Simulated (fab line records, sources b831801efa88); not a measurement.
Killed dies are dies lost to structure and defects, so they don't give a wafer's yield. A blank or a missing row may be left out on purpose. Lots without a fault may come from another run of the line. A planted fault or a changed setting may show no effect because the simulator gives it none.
A struck lot beside a sound one | flow gf180mcu | 26 steps out of a route of 602
Sound: wafers L371.3, L371.4, L371.6. Struck: wafer L390.5. (L390.2 of the same lot was not struck and is left out.) The cause comes at the end.
At each step with rows: each side's tool, then ch and its chambers, then its first start. Under that, the readings that differ: sound wafers | struck wafers | difference of the means | sigmas: that difference in standard deviations of wafers without a fault.
alike: readings whose means differ by less than 2 such deviations, and words and numbers that are the same on both sides. not compared: withheld readings, readings that some wafer has no value for, bounds like >300 that may hide the same value, and numbers for which the record gives no deviation and whose values overlap.
The two part at a step that has a row with sigmas, a row that says differs or no value, or rows on one side only. Numbers that don't overlap but have no deviation are shown without sigmas and don't part them. A reading that every wafer of one side lacks parts them only if that side has two wafers or more.

first, 6 steps without rows for these wafers: GF_TOP_METAL_HMDS_08 (prime time 60 s); GF_TOP_METAL_COAT_09 (resist thk 1500 nm); GF_TOP_METAL_SOFTBAKE_10 (time 60 s); GF_TOP_METAL_EXPOSE_11 (exposes mask MetalTop, target cd 440 nm); GF_TOP_METAL_PEB_12; GF_TOP_METAL_DEVELOP_13 (develop time 60 s).
GF_TOP_METAL_CD_MEAS_14: target cd 440 nm.
  sound on cd_sem-02, day 28 15:31; struck on cd_sem-01, day 33 17:15
  alike: cd_nm
GF_TOP_METAL_OVL_MEAS_15:
  sound on overlay-02, day 28 15:37; struck on overlay-02, day 33 17:21
  alike: TOP_METAL_OVL
GF_TOP_METAL_METAL_ETCH_16: etches the open film in Cl2/BCl3, stops on SiO2, target depth 1077.5 nm, time 179.6 s.
  sound on rie_metal-02 ch 0, day 28 15:45; struck on rie_metal-04 ch 0, day 33 17:23
  reading               | sound             | struck | difference | sigmas
  oes_product_au (a.u.) | 0.964 0.955 0.958 | 0.983  | +0.024     | +3
  alike: drypump_motor_current_A, throttle_valve_pct
  not compared: rf_hours_counter_h
GF_TOP_METAL_STRIP_17: strips in O2/N2.
  sound on plasma_asher-02 ch 0,1, day 28 16:01; struck on plasma_asher-03 ch 1, day 33 17:34
  alike: drypump_motor_current_A, heater_power_w, oes_product_au, strip_time_to_endpoint_s
  not compared: rf_hours_counter_h
then, 2 steps without rows for these wafers: GF_TOP_METAL_STRIP_18 (strips in post etch residue remover, time 1200 s); GF_TOP_METAL_CLEAN_19 (cleans in DIW).
GF_PASSIVATION_CVD_00: deposits SiO2 from TEOS, target thk 1000 nm, time 111.95 s.
  sound on pecvd-03 ch 0,2, day 28 16:31; struck on pecvd-03 ch 2, day 33 18:06
  reading                                      | sound           | struck | difference | sigmas
  model.SiO2_of_PASSIVATION_CVD_00.thk_nm (nm) | 989.9 1016 1007 | 722.4  | -281.9     |
  alike: heater_power_w
GF_PASSIVATION_THK_MEAS_01:
  sound on film_metro-03, day 28 16:37; struck on film_metro-01, day 33 18:11
  reading                     | sound         | struck | difference | sigmas
  PASSIVATION_CVD_00_THK (nm) | 990 1015 1008 | 723    | -281       | -22
GF_PASSIVATION_CVD_02: deposits Si3N4, target thk 700 nm, time 486.18 s.
  sound on pecvd-01 ch 0,1,2, day 28 16:39; struck on pecvd-01 ch 1, day 33 18:14
  alike: heater_power_w
GF_PASSIVATION_THK_MEAS_03:
  sound on film_metro-03, day 28 16:58; struck on film_metro-04, day 33 18:32
  alike: PASSIVATION_CVD_02_THK
then, 7 steps without rows for these wafers: GF_PASSIVATION_DEHYDRATE_04 (time 60 s); GF_PASSIVATION_HMDS_05 (prime time 60 s); GF_PASSIVATION_COAT_06 (resist thk 4000 nm); GF_PASSIVATION_SOFTBAKE_07; GF_PASSIVATION_EXPOSE_08 (exposes mask Pad, target cd 40000 nm); GF_PASSIVATION_PEB_09; GF_PASSIVATION_DEVELOP_10 (develop time 60 s).
GF_PASSIVATION_ETCH_11: etches the open film in CF4/O2, stops on TiN, target depth 1800 nm, time 400 s.
  sound on rie_diel-03 ch 1,2,3, day 29 11:19; struck on rie_diel-03 ch 2, day 34 09:56
  reading                                 | sound             | struck | difference | sigmas
  oes_product_au (a.u.)                   | 0.946 0.974 0.966 | 0.871  | -0.091     | -11
  throttle_valve_pct (%)                  | 5.955 5.946 5.966 | 5.930  | -0.026     | -3
  model.etch.depth_nm (nm)                | 1668 1705 1700    | 1414   | -277       |
  model.PASSIVATION.feature_depth_nm (nm) | 1668 1705 1700    | 1414   | -277       |
  alike: drypump_motor_current_A
  not compared: rf_hours_counter_h
GF_PASSIVATION_STRIP_12: strips in O2/N2.
  sound on plasma_asher-03 ch 0,1, day 29 11:35; struck on plasma_asher-03 ch 1, day 34 10:10
  reading               | sound             | struck | difference | sigmas
  oes_product_au (a.u.) | 0.720 0.720 0.734 | 0.715  | -0.010     | -2
  alike: drypump_motor_current_A, heater_power_w, strip_time_to_endpoint_s
  not compared: rf_hours_counter_h
GF_PASSIVATION_PROBE_99:
  the record has rows for the sound wafers here (prober-02, day 29 13:22) and none for the struck ones

WHERE THEY PART
First at GF_TOP_METAL_METAL_ETCH_16; last, within this record, at GF_PASSIVATION_PROBE_99.

WHY: what the simulator had put in
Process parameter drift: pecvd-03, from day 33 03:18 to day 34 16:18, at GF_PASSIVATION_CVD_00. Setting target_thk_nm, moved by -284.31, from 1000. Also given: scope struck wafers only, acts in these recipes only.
